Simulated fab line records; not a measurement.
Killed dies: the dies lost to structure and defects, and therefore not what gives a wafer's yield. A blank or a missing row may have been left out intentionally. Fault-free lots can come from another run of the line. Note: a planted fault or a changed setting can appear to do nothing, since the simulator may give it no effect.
A lot that was struck, set against a sound lot | flow sky130 | 48 out of 708 route steps
Sound: these wafers, L662.1, L662.4, L662.5. Wafers L652.1, L652.5, L652.6 were the ones struck. The cause is named last.
Per side, at each step with rows, come the tool, then ch with its chambers, and then its first start. Under that, the readings that differ: sound wafers | struck wafers | difference of the means | sigmas: that difference in standard deviations of wafers without a fault.
alike: a reading whose means differ by less than 2 such deviations, as well as words and numbers matching on both sides. not compared: withheld readings; readings where some wafer has no value; bounds like >300 that might hide an equal value; numbers whose values overlap and for which the record gives no deviation.
The two part at a step that has a row with sigmas, a row that says differs or no value, or rows on one side only. When numbers do not overlap yet have no deviation, they are printed without sigmas and do not part them. A reading that every wafer of one side lacks parts them only if that side has two wafers or more.

first, 1 step without rows for these wafers: SKY_VT_ADJUST_HVTR_IMPLANT_09.
SKY_VT_ADJUST_HVTR_STRIP_10: strips in O2/N2.
  sound on plasma asher-03 ch 0,1, day 14 13:46; struck on plasma asher-01 ch 0,1, day 11 08:56
  reading                      | sound             | struck            | difference | sigmas
  strip time to endpoint s (s) | 14.27 14.23 14.22 | 14.13 14.14 14.12 | -0.11      | -2
  alike: chamber pressure mTorr, drypump motor current A, oes product au
  not compared: rf hours counter h
SKY_VT_ADJUST_HVTR_TW_MEAS_11:
  struck on film metro-01, day 11 09:02; sound on film metro-03, day 14 13:52
  alike: VT_ADJUST_HVTR_TW
then, 7 steps without rows for these wafers: SKY_VT_ADJUST_PCH_DEHYDRATE_00 (time 60 s); SKY_VT_ADJUST_PCH_HMDS_01 (prime time 60 s); SKY_VT_ADJUST_PCH_COAT_02 (resist thk 3000 nm); SKY_VT_ADJUST_PCH_SOFTBAKE_03; SKY_VT_ADJUST_PCH_EXPOSE_04 (exposes mask NWM, target cd 840 nm); SKY_VT_ADJUST_PCH_PEB_05; SKY_VT_ADJUST_PCH_DEVELOP_06 (develop time 60 s).
SKY_VT_ADJUST_PCH_OVL_MEAS_07:
  struck on overlay-01, day 12 09:17; sound on overlay-01, day 15 16:18
  alike: VT_ADJUST_PCH_OVL
then, 1 step without rows for these wafers: SKY_VT_ADJUST_PCH_IMPLANT_08.
SKY_VT_ADJUST_PCH_STRIP_09: strips in O2/N2.
  sound on plasma asher-03 ch 0,1, day 15 16:29; struck on plasma asher-02 ch 0,1, day 12 09:29
  no value came back on the struck wafers for chamber pressure mTorr (mTorr), drypump motor current A (A), oes product au (a.u.), strip time to endpoint s (s); on the sound wafers chamber pressure mTorr (mTorr) reads 1499.7 1500.8 1502.0
  reading                                         | sound | struck         | difference | sigmas
  model.coat_of_VT_ADJUST_PCH_COAT_02.thk nm (nm) | 0 0 0 | 3002 2998 2999 | +3000      |
  not compared: rf hours counter h
SKY_VT_ADJUST_PCH_TW_MEAS_10:
  struck on film metro-03, day 12 09:35; sound on film metro-03, day 15 16:35
  alike: VT_ADJUST_PCH_TW
then, 7 steps without rows for these wafers: SKY_SONOS_TUNNEL_DEHYDRATE_00 (time 60 s); SKY_SONOS_TUNNEL_HMDS_01 (prime time 60 s); SKY_SONOS_TUNNEL_COAT_02 (resist thk 1140 nm); SKY_SONOS_TUNNEL_SOFTBAKE_03 (time 60 s); SKY_SONOS_TUNNEL_EXPOSE_04 (exposes mask TUNM, target cd 410 nm); SKY_SONOS_TUNNEL_PEB_05; SKY_SONOS_TUNNEL_DEVELOP_06 (develop time 60 s).
SKY_SONOS_TUNNEL_CD_MEAS_07 targets a cd of 410 nm.
  struck on cd sem-02, day 13 10:35; sound on cd sem-01, day 16 20:53
  alike: cd nm
SKY_SONOS_TUNNEL_OVL_MEAS_08:
  struck on overlay-02, day 13 10:43; sound on overlay-01, day 16 21:01
  alike: SONOS_TUNNEL_OVL
then, 2 steps without rows for these wafers: SKY_SONOS_TUNNEL_IMPLANT_09; SKY_SONOS_TUNNEL_WET_ETCH_10 (etches SiO2 in dHF, target depth 14 nm, time 280 s).
SKY_SONOS_TUNNEL_STRIP_11: strips in SPM, time 600 s.
  sound on wet bench-04 ch 2, day 16 21:17; struck on wet bench-04 ch 3, day 13 10:59
  reading                                           | sound | struck         | difference | sigmas
  model.NOVOLAK_of_SONOS_TUNNEL_COAT_02.thk nm (nm) | 0 0 0 | 1146 1147 1146 | +1146      |
  alike: bath guard temp C, bath heat duty pct
SKY_SONOS_TUNNEL_TW_MEAS_12:
  struck on film metro-04, day 13 11:10; sound on film metro-03, day 16 21:28
  reading         | sound             | struck         | difference | sigmas
  SONOS_TUNNEL_TW | 201.8 202.6 203.2 | 30.1 29.9 30.0 | -172.5     | -75
then, 2 steps without rows for these wafers: SKY_SONOS_TUNNEL_CLEAN_13 (cleans in dHF, time 20 s); SKY_SONOS_ONO_OXIDATION_00 (stabilise 600 s, purge 300 s, target thk 2.6 nm).
SKY_SONOS_ONO_THK_MEAS_01:
  struck on film metro-02, day 13 13:16; sound on film metro-01, day 16 23:41
  alike: SONOS_ONO_OXIDATION_THK
then, 1 step without rows for these wafers: SKY_SONOS_ONO_CVD_02 (deposits Si3N4 from DCS/NH3, target thk 10.5 nm, time 180 s).
SKY_SONOS_ONO_THK_MEAS_03:
  struck on film metro-02, day 13 16:22; sound on film metro-04, day 17 02:26
  alike: SONOS_ONO_CVD_02_THK
then, 1 step without rows for these wafers: SKY_SONOS_ONO_CVD_04 (deposits SiO2 from SiH4/N2O, target thk 5.7199 nm).
SKY_SONOS_ONO_THK_MEAS_05:
  struck on film metro-04, day 13 17:41; sound on film metro-02, day 17 04:23
  alike: SONOS_ONO_CVD_04_THK
then, 7 steps without rows for these wafers: SKY_SONOS_ONO_DEHYDRATE_06 (time 60 s); SKY_SONOS_ONO_HMDS_07 (prime time 60 s); SKY_SONOS_ONO_COAT_08 (resist thk 1140 nm); SKY_SONOS_ONO_SOFTBAKE_09 (time 60 s); SKY_SONOS_ONO_EXPOSE_10 (exposes mask ONOM, target cd 410 nm); SKY_SONOS_ONO_PEB_11; SKY_SONOS_ONO_DEVELOP_12 (develop time 60 s).
SKY_SONOS_ONO_CD_MEAS_13 targets a cd of 410 nm.
  struck on cd sem-02, day 14 19:37; sound on cd sem-01, day 18 09:36
  reading    | sound             | struck            | difference | sigmas
  cd nm (nm) | 411.0 412.7 410.8 | 406.8 407.1 405.6 | -5.0       | -2
-- record jumps: 16 days separate the struck wafers' starts on either side; left off in module SONOS_ONO, taken up again in module LI_CONTACT, whose first shown step is the route's number 365 --
SKY_LI_CONTACT_BOW_MEAS_03:
  struck on film metro-03, day 30 12:23; sound on film metro-03, day 33 10:44
  reading             | sound    | struck   | difference | sigmas
  LI_CONTACT_BOW (um) | 47 58 60 | 31 25 34 | -25        | -4
-- the record jumps here: 2 days lie between the struck wafers' starts before and after (it left off in module LI_CONTACT and takes up again in module CONTACT, whose first step shown is number 411 of the route) --
SKY_CONTACT_BOW_MEAS_05:
  struck on film metro-02, day 32 19:51; sound on film metro-04, day 35 19:04
  reading          | sound    | struck   | difference | sigmas
  CONTACT_BOW (um) | 75 86 88 | 55 51 61 | -27        | -4
-- the record jumps here: 2 days lie between the struck wafers' starts before and after (it left off in module CONTACT and takes up again in module VIA1, whose first step shown is number 461 of the route) --
SKY_VIA1_BOW_MEAS_03:
  struck on film metro-04, day 35 03:24; sound on film metro-04, day 38 03:52
  reading       | sound    | struck   | difference | sigmas
  VIA1_BOW (um) | 74 86 87 | 54 48 58 | -29        | -4
-- the record jumps here: 2 days lie between the struck wafers' starts before and after (it left off in module VIA1 and takes up again in module VIA2, whose first step shown is number 510 of the route) --
SKY_VIA2_BOW_MEAS_03:
  struck on film metro-01, day 37 12:16; sound on film metro-02, day 40 10:38
  reading       | sound    | struck   | difference | sigmas
  VIA2_BOW (um) | 77 89 91 | 62 58 66 | -24        | -3
-- the record jumps here: 3 days lie between the struck wafers' starts before and after (it left off in module VIA2 and takes up again in module VIA3, whose first step shown is number 576 of the route) --
SKY_VIA3_BOW_MEAS_03:
  struck on film metro-03, day 40 21:09; sound on film metro-04, day 43 11:37
  reading       | sound    | struck   | difference | sigmas
  VIA3_BOW (um) | 70 81 83 | 56 51 58 | -23        | -3
-- the record jumps here: 3 days lie between the struck wafers' starts before and after (it left off in module VIA3 and takes up again in module VIA4, whose first step shown is number 642 of the route) --
SKY_VIA4_BOW_MEAS_03:
  struck on film metro-01, day 43 22:59; sound on film metro-02, day 46 09:01
  reading       | sound    | struck   | difference | sigmas
  VIA4_BOW (um) | 77 87 89 | 56 51 59 | -29        | -4

## WHERE THEY PART
At SKY_VT_ADJUST_HVTR_STRIP_10 first; at SKY_VIA4_BOW_MEAS_03 last (within this record only).

WHY: the cause the simulator had injected
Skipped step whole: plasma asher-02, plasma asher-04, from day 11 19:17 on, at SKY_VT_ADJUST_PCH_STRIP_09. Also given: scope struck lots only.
